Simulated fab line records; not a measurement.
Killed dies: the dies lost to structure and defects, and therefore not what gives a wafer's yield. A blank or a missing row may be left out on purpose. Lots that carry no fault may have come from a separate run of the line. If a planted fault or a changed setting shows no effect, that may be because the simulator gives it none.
fab line records + flow sky130
record
- lots=5
- wafers=15
- last_day=49
route steps=708 shown PASSIVATION@691 PAD_OPEN@694
lots untouched by any fault: they come from a run of this same line in which no faults occurred
start_h: hours from the record's first day to the start of the lot's first wafer shown + wait_h: hours from the lot's prior step to this one + " the same as in the row above + L1.1+2: a row that stands for several wafers + - no value present, or no start provided + * or withheld: withheld + < > ~ a bound
route shown NAME@n: a module of which the file shows steps, and the number in the route of the first + usual: mean and standard deviation over wafers with no fault + same: alike in all rows + chamber/n: place in a boat + sites: the reading at each site + _std_site: their standard deviation + _edge_site: outer sites' mean less inner sites' + radius_mm: for every site, how far away it sits from the centre of the wafer + mask NAME#n: copy n + behind: the tool/chamber that last shaped the wafer + hold: cause of the lot's hold/its duration in hours/its outcome + device: whichever transistor did not switch (one of n, p or np) + end of line: the route-end tests of the same wafers + step lacking rows: just its recipe + killed: at the first sort, the dies lost to defects and structure; wafer yield is something else + map: per-die view of a wafer (x killed, . not killed, _ where there is no die)
set.NAME: the setting as run; set.NAME@STEP: as run at that earlier step + model.NAME: the simulator's own value behind a step, which no gauge read
lots seen at some steps along the route; tables by step, rows by wafer
services: the hour from which a tool's chamber was out of use, counted from the record's first day as start_h (under 0 if before that day), plus the number of hours and why
## steps
# step SKY_PASSIVATION_DEVELOP_10
# recipe
- develop_time_s=60
- dev_temp_c=23
# step SKY_PASSIVATION_ETCH_11
# recipe
- chemistry=CF4/O2
- target_depth_nm=725
- stop_on=AlCu
- source_w=800
- bias_w=150
- pressure_mtorr=150
- cf4_flow_sccm=80
- O2_flow_sccm=10
- time_s=161.1
# usual
- drypump_motor_current_A=5.8/0.46
- oes_product_au=0.979/0.0064
- throttle_valve_pct=5.964/0.0093
| lot.wafer | tool        | chamber | start_h | wait_h | drypump_motor_current_A | oes_product_au | rf_hours_counter_h | throttle_valve_pct |
|-----------|-------------|---------|---------|--------|-------------------------|----------------|--------------------|--------------------|
| L117.2    | rie_diel-03 | 0       | 1060.17 | -      | 4.8                     | 0.983          | 1                  | 5.944              |
| L117.3    | "           | 1       | "       | "      | 5.7                     | 0.967          | 21                 | 5.954              |
| L117.4    | "           | 2       | "       | "      | 6.0                     | 0.987          | 11                 | 5.964              |
| L126.1    | rie_diel-01 | 0       | 1118.82 | -      | 6.2                     | 0.970          | 7                  | 5.960              |
| L126.5    | "           | 0       | "       | "      | 6.2                     | 0.980          | -                  | 5.955              |
| L126.6    | "           | 2       | "       | "      | 6.2                     | 0.976          | -                  | 5.957              |
| L128.2    | rie_diel-01 | 3       | 1130.92 | -      | 6.4                     | 0.975          | 13                 | 5.944              |
| L128.4    | "           | 0       | "       | "      | 6.2                     | 0.975          | 8                  | 5.959              |
| L128.5    | "           | 3       | "       | "      | 6.4                     | 0.984          | -                  | 5.960              |
| L131.3    | rie_diel-03 | 2       | 1148.97 | -      | 5.9                     | 0.977          | 15                 | 5.964              |
| L131.4    | "           | 0       | "       | "      | 4.8                     | 0.967          | 5                  | 5.962              |
| L131.6    | "           | 1       | "       | "      | 5.7                     | 0.991          | -                  | 5.970              |
| L132.2    | rie_diel-03 | 1       | 1153.32 | -      | 5.7                     | 0.980          | 24                 | 5.971              |
| L132.3    | "           | 3       | "       | "      | 5.9                     | 0.980          | 14                 | 5.949              |
| L132.5    | "           | 2       | "       | "      | 6.0                     | 0.979          | -                  | 5.954              |
# step SKY_PASSIVATION_STRIP_12
# recipe
- chemistry=O2/N2
- power_w=1400
- pressure_mtorr=1500
- platen_temp_c=withheld
- overash_fraction=0.7
- o2_flow_sccm=3000
- n2_flow_sccm=300
# usual
- drypump_motor_current_A=6.0/0.48
- n2_flow_sccm=299.9/0.97
- oes_product_au=0.662/0.0046
- strip_time_to_endpoint_s=31.56/0.14
| lot.wafer | tool            | chamber | start_h | wait_h | drypump_motor_current_A | n2_flow_sccm | oes_product_au | rf_hours_counter_h | strip_time_to_endpoint_s |
|-----------|-----------------|---------|---------|--------|-------------------------|--------------|----------------|--------------------|--------------------------|
| L117.2    | plasma_asher-01 | 1       | 1060.27 | 0.1    | 6.0                     | 299.7        | 0.659          | 62                 | 31.71                    |
| L117.3    | "               | 0       | "       | "      | 6.6                     | 299.5        | 0.656          | -                  | 31.58                    |
| L117.4    | "               | 1       | "       | "      | 6.0                     | 301.6        | 0.646          | -                  | 31.74                    |
| L126.1    | plasma_asher-01 | 0       | 1118.92 | 0.1    | 6.6                     | 300.9        | 0.658          | 67                 | 31.52                    |
| L126.5    | "               | 0       | "       | "      | 6.6                     | 299.0        | 0.661          | -                  | 31.57                    |
| L126.6    | "               | 1       | "       | "      | 6.0                     | 300.8        | 0.657          | -                  | 31.71                    |
| L128.2    | plasma_asher-02 | 0       | 1131.03 | 0.1    | 5.6                     | 299.7        | 0.661          | 39                 | 31.71                    |
| L128.4    | "               | 0       | "       | "      | 5.6                     | 299.6        | 0.666          | -                  | 31.70                    |
| L128.5    | "               | 0       | "       | "      | 5.6                     | 299.8        | 0.656          | -                  | 31.63                    |
| L131.3    | plasma_asher-02 | 0       | 1149.11 | 0.1    | 5.6                     | 299.8        | 0.663          | -                  | 31.50                    |
| L131.4    | "               | 1       | "       | "      | 5.4                     | 299.7        | 0.656          | -                  | 31.61                    |
| L131.6    | "               | 0       | "       | "      | 5.6                     | 299.3        | 0.660          | -                  | 31.48                    |
| L132.2    | plasma_asher-02 | 0       | 1153.43 | 0.1    | 5.6                     | 300.2        | 0.665          | 42                 | 31.27                    |
| L132.3    | "               | 1       | "       | "      | 5.4                     | 299.4        | 0.663          | -                  | 31.43                    |
| L132.5    | "               | 0       | "       | "      | 5.6                     | 301.2        | 0.670          | -                  | 31.37                    |
# step SKY_PAD_OPEN_DEHYDRATE_00
# recipe
- temp_c=200
- time_s=60
# step SKY_PAD_OPEN_HMDS_01
# recipe
- prime_time_s=60
- prime_temp_c=120
# step SKY_PAD_OPEN_COAT_02
# recipe
- spin_rpm=2000
- resist_thk_nm=3000
# step SKY_PAD_OPEN_SOFTBAKE_03
# recipe
- temp_c=110
- time_s=withheld
# step SKY_PAD_OPEN_EXPOSE_04
# recipe
- mask_id=PDM
- target_cd_nm=60000
- na=0.57
- dose_mj=260
# step SKY_PAD_OPEN_PEB_05
# recipe
- temp_c=115
- time_s=withheld
# step SKY_PAD_OPEN_DEVELOP_06
# recipe
- develop_time_s=60
- dev_temp_c=23
# step SKY_PAD_OPEN_ETCH_07
# recipe
- chemistry=CF4/O2
- target_depth_nm=725
- stop_on=AlCu
- source_w=800
- bias_w=150
- pressure_mtorr=150
- cf4_flow_sccm=80
- O2_flow_sccm=10
- time_s=161.1
# usual
- drypump_motor_current_A=5.9/0.54
- oes_product_au=0.979/0.0073
- throttle_valve_pct=5.965/0.009
| lot.wafer | tool        | chamber | start_h | wait_h | drypump_motor_current_A | oes_product_au | rf_hours_counter_h | throttle_valve_pct |
|-----------|-------------|---------|---------|--------|-------------------------|----------------|--------------------|--------------------|
| L117.2    | rie_diel-04 | 1       | 1081.50 | -      | 6.7                     | 0.965          | 7                  | 5.961              |
| L117.3    | "           | 2       | "       | "      | 5.5                     | 0.967          | 9                  | 5.955              |
| L117.4    | "           | 3       | "       | "      | 6.6                     | 0.989          | 14                 | 5.963              |
| L126.1    | rie_diel-04 | 1       | 1138.12 | -      | 6.7                     | 0.977          | 9                  | 5.955              |
| L126.5    | "           | 0       | "       | "      | 6.4                     | 0.969          | -                  | 5.960              |
| L126.6    | "           | 1       | "       | "      | 6.7                     | 0.985          | -                  | 5.981              |
| L128.2    | rie_diel-04 | 2       | 1149.35 | -      | 5.5                     | 0.976          | 11                 | 5.965              |
| L128.4    | "           | 1       | "       | "      | 6.7                     | 0.972          | 9                  | 5.963              |
| L128.5    | "           | 3       | "       | "      | 6.6                     | 0.984          | -                  | 5.975              |
| L131.3    | rie_diel-04 | 1       | 1166.32 | -      | 6.7                     | 0.987          | 10                 | 5.969              |
| L131.4    | "           | 2       | "       | "      | 5.5                     | 0.983          | 12                 | 5.956              |
| L131.6    | "           | 1       | "       | "      | 6.7                     | 0.981          | -                  | 5.968              |
| L132.2    | rie_diel-03 | 2       | 1171.05 | -      | 5.9                     | 0.980          | 16                 | 5.963              |
| L132.3    | "           | 0       | "       | "      | 4.8                     | 0.975          | 6                  | 5.967              |
| L132.5    | "           | 0       | "       | "      | 4.8                     | 0.974          | -                  | 5.950              |
# step SKY_PAD_OPEN_STRIP_08
# recipe
- chemistry=O2/N2
- power_w=1400
- pressure_mtorr=1500
- platen_temp_c=withheld
- overash_fraction=0.7
- o2_flow_sccm=3000
- n2_flow_sccm=300
# usual
- drypump_motor_current_A=5.8/0.6
- n2_flow_sccm=299.8/0.91
- oes_product_au=0.662/0.0041
| lot.wafer | tool            | chamber | start_h | wait_h | drypump_motor_current_A | n2_flow_sccm | oes_product_au | rf_hours_counter_h |
|-----------|-----------------|---------|---------|--------|-------------------------|--------------|----------------|--------------------|
| L117.2    | plasma_asher-03 | 1       | 1081.61 | 0.1    | 5.9                     | 300.4        | 0.660          | 92                 |
| L117.3    | "               | 1       | "       | "      | 5.9                     | 300.0        | 0.658          | -                  |
| L117.4    | "               | 0       | "       | "      | 6.7                     | 299.2        | 0.661          | -                  |
| L126.1    | plasma_asher-03 | 0       | 1138.22 | 0.1    | 6.7                     | 301.4        | 0.657          | 97                 |
| L126.5    | "               | 1       | "       | "      | 5.9                     | 300.7        | 0.660          | -                  |
| L126.6    | "               | 0       | "       | "      | 6.7                     | 300.1        | 0.664          | -                  |
| L128.2    | plasma_asher-03 | 1       | 1149.46 | 0.1    | 5.9                     | 299.3        | 0.665          | 98                 |
| L128.4    | "               | 1       | "       | "      | 5.9                     | 298.9        | 0.662          | -                  |
| L128.5    | "               | 0       | "       | "      | 6.7                     | 298.7        | 0.661          | -                  |
| L131.3    | plasma_asher-02 | 1       | 1166.46 | 0.1    | 5.4                     | 300.7        | 0.664          | -                  |
| L131.4    | "               | 0       | "       | "      | 5.6                     | 299.1        | 0.661          | -                  |
| L131.6    | "               | 1       | "       | "      | 5.4                     | 300.5        | 0.662          | -                  |
| L132.2    | plasma_asher-04 | 0       | 1171.16 | 0.1    | 5.0                     | 299.0        | 0.665          | 9                  |
| L132.3    | "               | 1       | "       | "      | 5.3                     | 298.0        | 0.661          | -                  |
| L132.5    | "               | 0       | "       | "      | 5.0                     | 299.7        | 0.661          | -                  |
# step SKY_PAD_OPEN_STRIP_09
# recipe
- chemistry=post_etch_residue_remover
- time_s=1200
- temp_c=72.5
# usual
- run_length_s=1230/3.8
| lot.wafer | tool         | chamber | start_h | wait_h | run_length_s |
|-----------|--------------|---------|---------|--------|--------------|
| L117.2    | wet_bench-02 | 2       | 1081.71 | 0.1    | 1225         |
| L117.3    | "            | 2       | "       | "      | 1225         |
| L117.4    | "            | 2       | "       | "      | 1225         |
| L126.1    | wet_bench-03 | 0       | 1138.32 | 0.1    | 1234         |
| L126.5    | "            | 0       | "       | "      | 1234         |
| L126.6    | "            | 0       | "       | "      | 1234         |
| L128.2    | wet_bench-03 | 3       | 1149.56 | 0.1    | 1080         |
| L128.4    | "            | 3       | "       | "      | 1080         |
| L128.5    | "            | 3       | "       | "      | 1080         |
| L131.3    | wet_bench-02 | 3       | 1166.52 | 0.0    | 1234         |
| L131.4    | "            | 3       | "       | "      | 1234         |
| L131.6    | "            | 3       | "       | "      | 1234         |
| L132.2    | wet_bench-02 | 3       | 1171.40 | 0.2    | 1234         |
| L132.3    | "            | 3       | "       | "      | 1234         |
| L132.5    | "            | 3       | "       | "      | 1234         |
# step SKY_PAD_OPEN_CLEAN_10
# recipe
- chemistry=IPA
- time_s=180
- temp_c=25
# step SKY_PAD_OPEN_PROBE_99
# usual
- defect_limited_yield=82.8/2
- killed_at_M0_to_M3=42/7.3
- killed_at_M4_up=3.2/1.8
- killed_at_contacts=25/5.2
- killed_at_front_end=15/4.6
- killed_at_other=0.3/0.62
- killed_dies=85/9.9
- killed_on_rim=17/3.9
- killed_open=46/7.1
- killed_short=38/5.7
- sort_bin_3_pad_short=0.9/0.42
- sort_bin_5_function=10.0/1.5
- sort_bin_6_memory=6.3/1.2
- sort_n_pass=407/9.9
- sort_yield_pct=82.8/2
# same
- gross_dies=492
- killed_at_back_side=0
- sort_bin_4_leakage[%]=0
- sort_bin_8_speed[%]=0
| lot.wafer | tool      | chamber | start_h | wait_h | defect_limited_yield[%] | killed_at_M0_to_M3 | killed_at_M4_up | killed_at_contacts | killed_at_front_end | killed_at_other | killed_dies | killed_on_rim | killed_open | killed_short | sort_bin_3_pad_short[%] | sort_bin_5_function[%] | sort_bin_6_memory[%] | sort_n_pass | sort_yield_pct[%] |
|-----------|-----------|---------|---------|--------|-------------------------|--------------------|-----------------|--------------------|---------------------|-----------------|-------------|---------------|-------------|--------------|-------------------------|------------------------|----------------------|-------------|-------------------|
| L117.2    | prober-01 | -       | 1083.87 | 0.1    | 81.7                    | 38                 | 4               | 32                 | 16                  | 0               | 90          | 13            | 48          | 42           | 0.6                     | 12.2                   | 5.5                  | 402         | 81.7              |
| L117.3    | prober-01 | -       | 1083.92 | 0.2    | 82.5                    | 50                 | 0               | 23                 | 13                  | 0               | 86          | 12            | 44          | 42           | 1.0                     | 9.1                    | 7.3                  | 406         | 82.5              |
| L117.4    | prober-01 | -       | 1083.97 | 0.2    | 79.3                    | 35                 | 6               | 29                 | 31                  | 1               | 102         | 17            | 59          | 43           | 1.4                     | 12.4                   | 6.9                  | 390         | 79.3              |
| L126.1    | prober-01 | -       | 1140.48 | 0.1    | 83.5                    | 33                 | 6               | 28                 | 14                  | 0               | 81          | 20            | 49          | 32           | 0.4                     | 8.1                    | 7.9                  | 411         | 83.5              |
| L126.5    | prober-01 | -       | 1140.68 | 0.2    | 80.7                    | 41                 | 0               | 33                 | 20                  | 1               | 95          | 19            | 52          | 43           | 0.4                     | 14.0                   | 4.9                  | 397         | 80.7              |
| L126.6    | prober-01 | -       | 1140.73 | 0.2    | 81.3                    | 43                 | 2               | 32                 | 15                  | 0               | 92          | 16            | 49          | 43           | 0.4                     | 10.4                   | 7.9                  | 400         | 81.3              |
| L128.2    | prober-01 | -       | 1151.76 | 0.1    | 83.3                    | 43                 | 2               | 24                 | 13                  | 0               | 82          | 14            | 52          | 30           | 1.0                     | 10.0                   | 5.7                  | 410         | 83.3              |
| L128.4    | prober-01 | -       | 1151.86 | 0.2    | 80.9                    | 54                 | 5               | 19                 | 14                  | 2               | 94          | 19            | 50          | 44           | 0.6                     | 12.4                   | 6.1                  | 398         | 80.9              |
| L128.5    | prober-01 | -       | 1151.91 | 0.2    | 83.9                    | 47                 | 3               | 13                 | 16                  | 0               | 79          | 13            | 42          | 37           | 0.8                     | 9.6                    | 5.7                  | 413         | 83.9              |
| L131.3    | prober-02 | -       | 1168.82 | 0.2    | 82.5                    | 39                 | 4               | 28                 | 15                  | 0               | 86          | 19            | 52          | 34           | 0                       | 10.8                   | 6.7                  | 406         | 82.5              |
| L131.4    | prober-02 | -       | 1168.87 | 0.2    | 85.2                    | 29                 | 5               | 32                 | 7                   | 0               | 73          | 13            | 38          | 35           | 1.0                     | 8.3                    | 5.5                  | 419         | 85.2              |
| L131.6    | prober-02 | -       | 1168.97 | 0.2    | 83.7                    | 47                 | 7               | 18                 | 8                   | 0               | 80          | 21            | 46          | 34           | 1.0                     | 10.0                   | 5.3                  | 412         | 83.7              |
| L132.2    | prober-01 | -       | 1173.83 | 0.1    | 83.9                    | 43                 | 7               | 19                 | 10                  | 0               | 79          | 15            | 42          | 37           | 1.0                     | 7.9                    | 7.1                  | 413         | 83.9              |
| L132.3    | prober-01 | -       | 1173.88 | 0.2    | 84.8                    | 34                 | 5               | 23                 | 13                  | 0               | 75          | 13            | 40          | 35           | 0.6                     | 8.7                    | 5.9                  | 417         | 84.8              |
| L132.5    | prober-01 | -       | 1173.98 | 0.2    | 84.6                    | 34                 | 1               | 25                 | 16                  | 0               | 76          | 18            | 43          | 33           | 0.8                     | 11.0                   | 3.7                  | 416         | 84.6              |
# killed by level:class
L117.2 CONTACT:geometric_particle:open=14 VIA1:geometric_particle:open=8 CONTACT:geometric_particle:short=7 LI_CONTACT:geometric_particle:open=6 VIA3:geometric_particle:open=5 POLY_GATE:geometric_particle:open=4 POLY_GATE:geometric_particle:short=4 METAL1:geometric_particle:short=4
L117.3 VIA1:geometric_particle:open=17 CONTACT:geometric_particle:short=8 VIA3:geometric_particle:open=6 FIELD_ISO:geometric_particle:open=5 LOCAL_INTERCONNECT:geometric_particle:short=5 CONTACT:geometric_particle:open=5 VIA1:geometric_particle:short=5 METAL2:geometric_particle:short=5
L117.4 FIELD_ISO:geometric_particle:open=10 CONTACT:geometric_particle:open=10 VIA2:geometric_particle:open=8 FIELD_ISO:geometric_particle:short=7 LI_CONTACT:geometric_particle:open=7 CONTACT:geometric_particle:short=6 POLY_GATE:geometric_particle:open=5 LOCAL_INTERCONNECT:geometric_particle:short=5
L126.1 CONTACT:geometric_particle:open=11 FIELD_ISO:geometric_particle:open=6 VIA1:geometric_particle:open=6 LI_CONTACT:geometric_particle:short=6 VIA2:geometric_particle:open=6 LI_CONTACT:geometric_particle:open=5 METAL2:geometric_particle:short=5 POLY_GATE:geometric_particle:short=3
L126.5 CONTACT:geometric_particle:open=12 LI_CONTACT:geometric_particle:open=8 VIA1:geometric_particle:open=7 VIA2:geometric_particle:open=7 METAL1:geometric_particle:short=6 VIA1:geometric_particle:short=6 FIELD_ISO:geometric_particle:open=5 LOCAL_INTERCONNECT:geometric_particle:short=5
L126.6 LI_CONTACT:geometric_particle:open=10 VIA1:geometric_particle:open=10 LOCAL_INTERCONNECT:geometric_particle:short=7 CONTACT:geometric_particle:open=7 VIA2:geometric_particle:open=6 VIA3:geometric_particle:open=6 VIA1:geometric_particle:short=5 METAL2:geometric_particle:short=5
L128.2 VIA1:geometric_particle:open=10 VIA3:geometric_particle:open=9 LI_CONTACT:geometric_particle:open=8 CONTACT:geometric_particle:open=7 FIELD_ISO:geometric_particle:open=5 VIA2:geometric_particle:short=5 POLY_GATE:geometric_particle:short=4 METAL3:geometric_particle:short=4
L128.4 METAL1:geometric_particle:short=10 VIA1:geometric_particle:open=10 VIA2:geometric_particle:open=9 CONTACT:geometric_particle:open=6 FIELD_ISO:geometric_particle:open=5 LI_CONTACT:geometric_particle:open=5 METAL2:geometric_particle:short=5 VIA3:geometric_particle:open=5
L128.5 VIA2:geometric_particle:open=10 VIA1:geometric_particle:open=8 FIELD_ISO:geometric_particle:short=7 CONTACT:geometric_particle:open=5 METAL2:geometric_particle:short=5 METAL3:geometric_particle:short=5 METAL1:geometric_particle:short=4 VIA3:geometric_particle:open=4
L131.3 CONTACT:geometric_particle:open=13 FIELD_ISO:geometric_particle:open=8 VIA3:geometric_particle:open=8 VIA1:geometric_particle:open=8 LI_CONTACT:geometric_particle:open=6 METAL1:geometric_particle:short=4 VIA1:geometric_particle:short=4 METAL2:geometric_particle:short=4
L131.4 CONTACT:geometric_particle:open=11 LI_CONTACT:geometric_particle:open=8 VIA3:geometric_particle:open=7 LOCAL_INTERCONNECT:geometric_particle:short=6 CONTACT:geometric_particle:short=6 VIA2:geometric_particle:open=6 METAL4:geometric_particle:short=4 FIELD_ISO:geometric_particle:short=3
L131.6 VIA1:geometric_particle:open=14 CONTACT:geometric_particle:open=9 VIA3:geometric_particle:open=8 VIA2:geometric_particle:open=6 METAL1:geometric_particle:short=5 METAL4:geometric_particle:short=4 CONTACT:geometric_particle:short=4 VIA1:geometric_particle:short=4
L132.2 VIA1:geometric_particle:open=11 CONTACT:geometric_particle:open=8 VIA3:geometric_particle:open=6 METAL4:geometric_particle:short=6 LI_CONTACT:geometric_particle:open=5 METAL1:geometric_particle:short=5 METAL2:geometric_particle:short=5 VIA1:geometric_particle:short=4
L132.3 CONTACT:geometric_particle:open=11 METAL1:geometric_particle:short=6 VIA1:geometric_particle:open=6 LI_CONTACT:geometric_particle:open=5 VIA1:geometric_particle:short=5 VIA3:geometric_particle:open=5 FIELD_ISO:geometric_particle:short=4 METAL4:geometric_particle:short=4
L132.5 CONTACT:geometric_particle:open=11 VIA1:geometric_particle:open=10 CONTACT:geometric_particle:short=6 VIA3:geometric_particle:open=5 VIA3:geometric_particle:short=5 FIELD_ISO:geometric_particle:short=4 POLY_GATE:geometric_particle:open=4 LI_CONTACT:geometric_particle:open=4
## services
| tool            | chamber | start_h | hours | kind       |
|-----------------|---------|---------|-------|------------|
| plasma_asher-04 | -       | 1055.25 | 9.0   | pm         |
| plasma_asher-04 | 0       | 1055.25 | 9.0   | vent_cycle |
| plasma_asher-04 | 1       | 1055.25 | 9.0   | vent_cycle |
| plasma_asher-04 | 0       | 1064.25 | -     | clean      |
| plasma_asher-04 | 1       | 1064.25 | -     | clean      |
| rie_diel-03     | -       | 1085.92 | 0.2   | repair     |
| rie_diel-01     | 1       | 1110.49 | 9.9   | repair     |
| plasma_asher-04 | -       | 1151.30 | 10.8  | repair     |
## key
first_sign
- step=SKY_PAD_OPEN_STRIP_09
- reading=run_length_s
- direction=down
- sigmas=39
- usual=*
- struck=*
effect none on later readings
met_at SKY_PAD_OPEN_STRIP_09
struck_wafers L128.2,L128.4,L128.5
fault
- kind=process_parameter_drift
- tool=wet_bench-03
- chamber=3
- onset_h=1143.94
- steps=SKY_PAD_OPEN_STRIP_09
- channel=time_s
- offset=*
- shape=step
- end_h=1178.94
- acts_in=*
- stated=*
